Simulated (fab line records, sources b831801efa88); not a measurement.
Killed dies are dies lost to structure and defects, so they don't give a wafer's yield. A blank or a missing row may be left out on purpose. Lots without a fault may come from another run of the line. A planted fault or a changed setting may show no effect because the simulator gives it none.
fab line records | flow gf180mcu
record lots=15 wafers=45 last_day=34
route steps=602 shown VT_IMPLANT@119 HV_LDD@211 M1@320 M2@368
lots that met no fault: from a run of the same line without faults
start_h: hours from the record's first day to the start of the lot's first wafer shown | wait_h: hours since the lot's step before | " the same as in the row above | L1.1+2: a row that stands for several wafers | - no value, or no start given | * or withheld: withheld | < > ~ a bound
route shown NAME@n: a module of which the file shows steps, and the number in the route of the first | usual: mean/standard deviation of fault-free wafers | same: alike in all rows | chamber/n: place in a boat | sites: the reading at each site | _std_site: their standard deviation | _edge_site: outer sites' mean less inner sites' | radius_mm: how far each site lies from the wafer's centre | mask NAME#n: copy n | behind: the tool/chamber that last shaped the wafer | hold: why the lot was held/for how many hours/how that ended | device: the transistor (n, p or np) that didn't switch | end of line: the same wafers' tests at the end of the route | a step without rows: its recipe alone | killed: dies lost to structure and defects at the first sort, not the wafer's yield | map: a wafer's dies, x killed, . not, _ none there
set.NAME: the setting as run; set.NAME@STEP: as run at that earlier step | model.NAME: the simulator's own value behind a step, which no gauge read
steps of the route over a sample of lots; a table a step, a row a wafer
services: from which hour (start_h, from the record's first day; less than 0 if before it) a tool's chamber was out of use, for how many hours, and why
## steps
# step GF_VT_IMPLANT_OVL_MEAS_29
# usual VT_IMPLANT_02_OVL=0.7/1.3
# columns lot.wafer tool chamber start_h wait_h VT_IMPLANT_02_OVL[nm]
L499.1 overlay-01 - 152.60 0.1 1.9
L499.4 " - " " 1.4
L499.5 " - " " 1.8
L500.2 overlay-01 - 161.06 0.1 3.4
L500.3 " - " " 0.9
L500.6 " - " " 2.6
L501.1 overlay-02 - 161.70 0.1 -0.4
L501.5 " - " " 0.8
L501.6 " - " " -1.3
L502.1 overlay-02 - 165.39 0.1 -0.3
L502.3 " - " " 0.8
L502.6 " - " " 0.2
L505.3 overlay-02 - 182.22 0.1 -0.3
L505.5 " - " " 1.5
L505.6 " - " " 1.7
L506.3 overlay-02 - 188.81 0.1 1.1
L506.4 " - " " 0.6
L506.5 " - " " 0.6
L507.2 overlay-02 - 192.16 0.1 1.6
L507.4 " - " " 0.0
L507.6 " - " " 1.2
L510.1 overlay-02 - 212.75 0.1 1.8
L510.3 " - " " 2.8
L510.6 " - " " 2.7
L514.1 overlay-02 - 239.65 0.1 2.1
L514.5 " - " " 0.4
L514.6 " - " " 2.4
L515.1 overlay-02 - 245.34 0.1 -1.4
L515.5 " - " " 0.2
L515.6 " - " " -0.1
L517.2 overlay-02 - 257.91 0.1 0.1
L517.4 " - " " 0.1
L517.6 " - " " -1.7
L518.1 overlay-01 - 265.94 0.1 1.1
L518.2 " - " " 0.5
L518.4 " - " " 1.0
L519.1 overlay-02 - 270.09 0.1 2.0
L519.5 " - " " 0.9
L519.6 " - " " 1.8
L521.2 overlay-02 - 283.81 0.1 1.9
L521.3 " - " " 0.2
L521.4 " - " " 1.6
L522.1 overlay-02 - 291.05 0.1 2.6
L522.4 " - " " 3.6
L522.5 " - " " 2.1
# step GF_HV_LDD_IMPLANT_35
# recipe species=P energy_kev=60 dose_cm2=7.5e+12 tilt_deg=30 rotation_deg=180
# usual beam_energy_keV=60.004/0.02 beam_on_s=10.01/0.19 faraday_current_uA=42.2/0.81 tilt_deg=30.004/0.02
# columns lot.wafer tool chamber start_h wait_h beam_energy_keV beam_on_s faraday_current_uA tilt_deg
L499.1 implanter-01 0 265.20 0.1 60.000 10.12 41.6 29.974
L499.4 " 0 " " 60.003 10.09 41.7 29.980
L499.5 " 0 " " 60.000 9.81 42.8 30.022
L500.2 implanter-01 0 275.48 0.1 60.006 10.00 42.3 30.015
L500.3 " 0 " " 59.983 9.96 42.4 30.017
L500.6 " 0 " " 59.995 9.78 43.3 29.987
L501.1 implanter-02 0 276.10 0.1 60.000 9.98 42.5 30.020
L501.5 " 0 " " 59.985 9.88 42.7 30.003
L501.6 " 0 " " 59.976 9.89 42.6 30.036
L502.1 implanter-01 0 283.20 0.1 60.054 9.87 42.8 30.021
L502.3 " 0 " " 60.033 9.89 42.7 30.004
L502.6 " 0 " " 60.054 10.10 41.9 30.013
L505.3 implanter-02 - 302.71 0.1 - - - -
L505.5 " - " " - - - -
L505.6 " - " " - - - -
L506.3 implanter-02 - 308.41 0.1 - - - -
L506.4 " - " " - - - -
L506.5 " - " " - - - -
L507.2 implanter-04 - 315.73 0.1 - - - -
L507.4 " - " " - - - -
L507.6 " - " " - - - -
L510.1 implanter-02 0 342.71 0.1 60.015 9.96 42.6 29.977
L510.3 " 0 " " 59.983 9.90 42.6 30.043
L510.6 " 0 " " 60.010 9.87 43.0 30.035
L514.1 implanter-02 0 374.70 0.1 59.980 9.98 42.5 29.992
L514.5 " 0 " " 60.024 9.98 42.4 29.958
L514.6 " 0 " " 60.007 9.98 42.3 29.962
L515.1 implanter-02 0 378.05 0.1 60.008 10.28 40.9 30.028
L515.5 " 0 " " 60.034 9.79 42.9 30.014
L515.6 " 0 " " 60.004 10.24 41.3 30.033
L517.2 implanter-02 0 391.88 0.1 60.001 9.74 43.5 30.016
L517.4 " 0 " " 59.993 9.95 42.4 30.008
L517.6 " 0 " " 60.017 9.99 42.5 29.993
L518.1 implanter-01 0 403.45 0.1 60.021 9.77 43.3 29.990
L518.2 " 0 " " 60.010 10.14 41.9 29.971
L518.4 " 0 " " 59.996 9.61 43.9 30.021
L519.1 implanter-01 0 411.00 0.1 59.983 9.83 42.9 29.998
L519.5 " 0 " " 60.014 9.97 42.4 29.990
L519.6 " 0 " " 60.000 10.03 42.1 29.997
L521.2 implanter-01 0 424.23 0.1 60.001 10.42 40.6 30.031
L521.3 " 0 " " 60.013 10.32 41.0 30.035
L521.4 " 0 " " 60.030 10.15 41.8 30.030
L522.1 implanter-04 0 434.15 0.1 59.963 10.14 41.6 30.002
L522.4 " 0 " " 60.022 10.19 41.5 29.993
L522.5 " 0 " " 59.968 10.15 41.5 29.994
# step GF_HV_LDD_TW_MEAS_38
# usual HV_LDD_3_TW=1433/14
# columns lot.wafer tool chamber start_h wait_h HV_LDD_3_TW
L499.1 film_metro-04 - 265.60 0.1 1440
L499.4 " - " " 1442
L499.5 " - " " 1437
L500.2 film_metro-02 - 275.86 0.1 1413
L500.3 " - " " 1404
L500.6 " - " " 1413
L501.1 film_metro-04 - 276.50 0.1 1442
L501.5 " - " " 1445
L501.6 " - " " 1439
L502.1 film_metro-02 - 283.60 0.1 1414
L502.3 " - " " 1415
L502.6 " - " " 1409
L505.3 film_metro-04 - 303.08 0.1 1313
L505.5 " - " " 1320
L505.6 " - " " 1312
L506.3 film_metro-02 - 308.78 0.1 1289
L506.4 " - " " 1290
L506.5 " - " " 1301
L507.2 film_metro-02 - 316.11 0.1 1292
L507.4 " - " " 1287
L507.6 " - " " 1295
L510.1 film_metro-03 - 343.11 0.1 1438
L510.3 " - " " 1436
L510.6 " - " " 1436
L514.1 film_metro-03 - 375.10 0.1 1446
L514.5 " - " " 1442
L514.6 " - " " 1446
L515.1 film_metro-04 - 378.45 0.1 1440
L515.5 " - " " 1444
L515.6 " - " " 1443
L517.2 film_metro-02 - 392.27 0.1 1426
L517.4 " - " " 1418
L517.6 " - " " 1418
L518.1 film_metro-04 - 403.85 0.1 1447
L518.2 " - " " 1453
L518.4 " - " " 1456
L519.1 film_metro-04 - 411.40 0.1 1445
L519.5 " - " " 1448
L519.6 " - " " 1446
L521.2 film_metro-04 - 424.61 0.1 1443
L521.3 " - " " 1444
L521.4 " - " " 1437
L522.1 film_metro-03 - 434.55 0.1 1444
L522.4 " - " " 1443
L522.5 " - " " 1447
# step GF_HV_LDD_RS_MEAS_53
# recipe thk_meas_gauge=four-point-probe
# usual HV_LDD_RS=418.4/0.75
# columns lot.wafer tool chamber start_h wait_h HV_LDD_RS[ohm/sq]
L499.1 film_metro-02 - 285.64 0.1 419.2
L499.4 " - " " 418.4
L499.5 " - " " 418.4
L500.2 film_metro-02 - 296.30 0.1 418.4
L500.3 " - " " 417.4
L500.6 " - " " 417.4
L501.1 film_metro-02 - 296.88 0.1 418.8
L501.5 " - " " 417.1
L501.6 " - " " 418.4
L502.1 film_metro-03 - 304.36 0.1 418.2
L502.3 " - " " 419.2
L502.6 " - " " 419.2
L505.3 film_metro-02 - 324.28 0.1 439.0
L505.5 " - " " 438.1
L505.6 " - " " 439.6
L506.3 film_metro-03 - 330.02 0.1 440.4
L506.4 " - " " 440.9
L506.5 " - " " 440.1
L507.2 film_metro-03 - 337.45 0.1 438.9
L507.4 " - " " 439.2
L507.6 " - " " 439.3
L510.1 film_metro-02 - 365.58 0.1 417.7
L510.3 " - " " 418.1
L510.6 " - " " 418.1
L514.1 film_metro-02 - 398.28 0.1 419.2
L514.5 " - " " 419.0
L514.6 " - " " 420.1
L515.1 film_metro-02 - 401.18 0.1 417.7
L515.5 " - " " 418.1
L515.6 " - " " 417.3
L517.2 film_metro-02 - 415.70 0.1 418.7
L517.4 " - " " 420.0
L517.6 " - " " 419.1
L518.1 film_metro-03 - 428.59 0.1 418.5
L518.2 " - " " 418.3
L518.4 " - " " 418.3
L519.1 film_metro-03 - 435.78 0.1 419.7
L519.5 " - " " 420.1
L519.6 " - " " 418.4
L521.2 film_metro-04 - 449.50 0.1 418.6
L521.3 " - " " 418.0
L521.4 " - " " 418.0
L522.1 film_metro-03 - 459.33 0.1 418.9
L522.4 " - " " 419.0
L522.5 " - " " 418.6
# step GF_M1_RS_MEAS_05
# recipe thk_meas_gauge=four-point-probe reads=TiN_of_M1_SPUTTER_04+Ti_of_M1_SPUTTER_03+AlCu_of_M1_SPUTTER_02+TiN_of_M1_SPUTTER_01+Ti_of_M1_SPUTTER_00
# usual M1_ALCU_RS=0.0694/0.00054
# columns lot.wafer tool chamber start_h wait_h M1_ALCU_RS[ohm/sq]
L499.1 film_metro-02 - 376.77 0.0 0.0693
L499.4 " - " " 0.0691
L499.5 " - " " 0.0696
L500.2 film_metro-01 - 389.01 0.0 0.0692
L500.3 " - " " 0.0691
L500.6 " - " " 0.0683
L501.1 film_metro-02 - 392.77 0.0 0.0699
L501.5 " - " " 0.0699
L501.6 " - " " 0.0699
L502.1 film_metro-01 - 397.57 0.0 0.0703
L502.3 " - " " 0.0707
L502.6 " - " " 0.0703
L510.1 film_metro-04 - 467.70 0.0 0.0687
L510.3 " - " " 0.0686
L510.6 " - " " 0.0687
L514.1 film_metro-04 - 501.11 0.0 0.0695
L514.5 " - " " 0.0699
L514.6 " - " " 0.0691
L515.1 film_metro-01 - 504.71 0.0 0.0698
L515.5 " - " " 0.0691
L515.6 " - " " 0.0698
L517.2 film_metro-02 - 517.88 0.0 0.0691
L517.4 " - " " 0.0692
L517.6 " - " " 0.0690
L518.1 film_metro-02 - 531.17 0.0 0.0691
L518.2 " - " " 0.0693
L518.4 " - " " 0.0688
L519.1 film_metro-04 - 537.13 0.0 0.0704
L519.5 " - " " 0.0698
L519.6 " - " " 0.0703
L521.2 film_metro-01 - 551.72 0.0 0.0689
L521.3 " - " " 0.0686
L521.4 " - " " 0.0690
L522.1 film_metro-04 - 559.57 0.0 0.0694
L522.4 " - " " 0.0699
L522.5 " - " " 0.0698
# step GF_M2_THK_MEAS_06
# recipe thk_meas_gauge=xrf reads=AlCu_of_M2_SPUTTER_02
# usual M2_ALCU_THK=444/4.7
# columns lot.wafer tool chamber start_h wait_h M2_ALCU_THK[nm]
L499.1 film_metro-03 - 426.19 0.1 439
L499.4 " - " " 443
L499.5 " - " " 447
L500.2 film_metro-03 - 438.71 0.1 445
L500.3 " - " " 450
L500.6 " - " " 451
L501.1 film_metro-03 - 444.28 0.1 447
L501.5 " - " " 451
L501.6 " - " " 448
L502.1 film_metro-03 - 448.45 0.1 436
L502.3 " - " " 446
L502.6 " - " " 442
L510.1 film_metro-03 - 518.56 0.1 451
L510.3 " - " " 447
L510.6 " - " " 450
L514.1 film_metro-02 - 549.35 0.1 444
L514.5 " - " " 445
L514.6 " - " " 449
L515.1 film_metro-02 - 554.44 0.1 445
L515.5 " - " " 443
L515.6 " - " " 442
L517.2 film_metro-03 - 565.88 0.1 438
L517.4 " - " " 445
L517.6 " - " " 441
L518.1 film_metro-02 - 580.08 0.1 443
L518.2 " - " " 447
L518.4 " - " " 443
L519.1 film_metro-02 - 585.18 0.1 443
L519.5 " - " " 438
L519.6 " - " " 441
L521.2 film_metro-03 - 599.15 0.1 445
L521.3 " - " " 442
L521.4 " - " " 446
L522.1 film_metro-02 - 605.73 0.1 442
L522.4 " - " " 440
L522.5 " - " " 438
## services
# columns tool chamber start_h hours kind
implanter-02 - 267.31 2.1 repair
implanter-02 - 270.86 0.6 repair
implanter-01 - 283.50 4.1 pm
implanter-02 - 337.81 4.3 pm
implanter-02 - 405.02 1.6 repair
implanter-02 - 418.18 3.5 repair
implanter-02 - 423.87 20.9 pm
implanter-01 - 430.62 1.4 repair
## key
first_sign step=GF_HV_LDD_IMPLANT_35 reading=tool_record direction=missing
effect step=GF_HV_LDD_TW_MEAS_38 reading=HV_LDD_3_TW direction=down sigmas=9.5 usual=1433 struck=1300
effect step=GF_HV_LDD_RS_MEAS_53 reading=HV_LDD_RS direction=up sigmas=28 usual=418.4 struck=439.5
met_at GF_HV_LDD_IMPLANT_35
struck_lots L505,L506,L507
later_rows_left_out L505.3,L505.5,L505.6,L506.3,L506.4,L506.5,L507.2,L507.4,L507.6
sort_left_out L505.3,L505.5,L505.6,L506.3,L506.4,L506.5,L507.2,L507.4,L507.6
tester_left_out L505,L506,L507
not_acting_at GF_VT_IMPLANT_OVL_MEAS_29,GF_M1_RS_MEAS_05,GF_M2_THK_MEAS_06
onset_between 276.10 302.71
fault kind=skipped_step_whole tool=implanter-02,implanter-04 chamber=- onset_h=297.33 steps=GF_HV_LDD_IMPLANT_35 scope=struck_lots_only
# tester_left_out: of these lots the tester's yield and bins aren't shown, on N5 and GAA mostly nor the transistor test; their killed dies are dies lost to structure and defects alone, not to doping, threshold or leakage, so they don't give the yield
# sort_left_out: the simulated sort isn't trusted on such a fault, so these wafers' sort isn't shown, and their yield isn't known
# later_rows_left_out: the simulator's readings of these wafers behind a module that went badly wrong aren't trusted and aren't shown, but for the sort
